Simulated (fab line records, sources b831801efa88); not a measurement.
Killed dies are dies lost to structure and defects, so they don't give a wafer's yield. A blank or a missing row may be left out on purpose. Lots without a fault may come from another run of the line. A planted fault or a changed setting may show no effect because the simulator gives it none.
Chamber matching | flow gf180mcu | GF_V3_CMP_26 on cmp-01: 4 sister chambers
The step polishes, stops on SiO2, t overpolish 15 s, target thk 0 nm. 8 wafers are shown with their chamber, then 12 later ones without.

WAFERS WITH THEIR CHAMBER
wafer  | chamber | motor_current_A (A) | time_to_endpoint_s (s)
L086.4 | 0       | 9.4                 | 88
L086.5 | 1       | 9.0                 | 82
L087.2 | 2       | 11.9                | 83
L087.5 | 3       | 10.1                | 87
L087.6 | 0       | 8.6                 | 89
L088.1 | 3       | 10.2                | 86
L088.3 | 2       | 11.0                | 80
L088.5 | 1       | 9.2                 | 79

WAFERS WITHOUT THEIR CHAMBER
wafer  | motor_current_A (A) | time_to_endpoint_s (s)
L092.2 | 11.4                | 84
L092.4 | 8.3                 | 90
L092.6 | 10.7                | 88
L093.2 | 9.0                 | 90
L093.3 | 10.3                | 83
L093.6 | 9.0                 | 88
L096.1 | 11.0                | 84
L096.2 | 9.5                 | 78
L096.4 | 8.6                 | 89
L097.1 | 8.6                 | 92
L097.2 | 11.0                | 87
L097.6 | 8.8                 | 94

WHICH CHAMBER EACH WENT THROUGH
wafer  | from the rows above          | in truth
L092.2 | can't be placed: 2 or 3      | 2
L092.4 | 0                            | 0
L092.6 | 3                            | 3
L093.2 | 0                            | 0
L093.3 | can't be placed: 3 or 2 or 1 | 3
L093.6 | 0                            | 0
L096.1 | can't be placed: 2 or 3      | 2
L096.2 | 1                            | 1
L096.4 | 0                            | 0
L097.1 | 0                            | 0
L097.2 | can't be placed: 3 or 2      | 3
L097.6 | 0                            | 0
Placed correctly: 8 of 12. Can't be placed from these rows: 4 (the true chamber is among the candidates in 4). Placed wrongly: 0.
How it was worked out, from the rows above alone: a wafer's distance from a chamber is the root of the sum, over the readings, of the square of ((its reading less the chamber's mean) divided by the reading's scatter). The wafer belongs to the nearest chamber; if the next one is less than 2 further off, it can't be placed. A chamber's mean is the mean of its shown wafers. The scatter: the root of (the sum of the squares of (reading less its chamber's mean) over the shown wafers, divided by (wafers less chambers)).
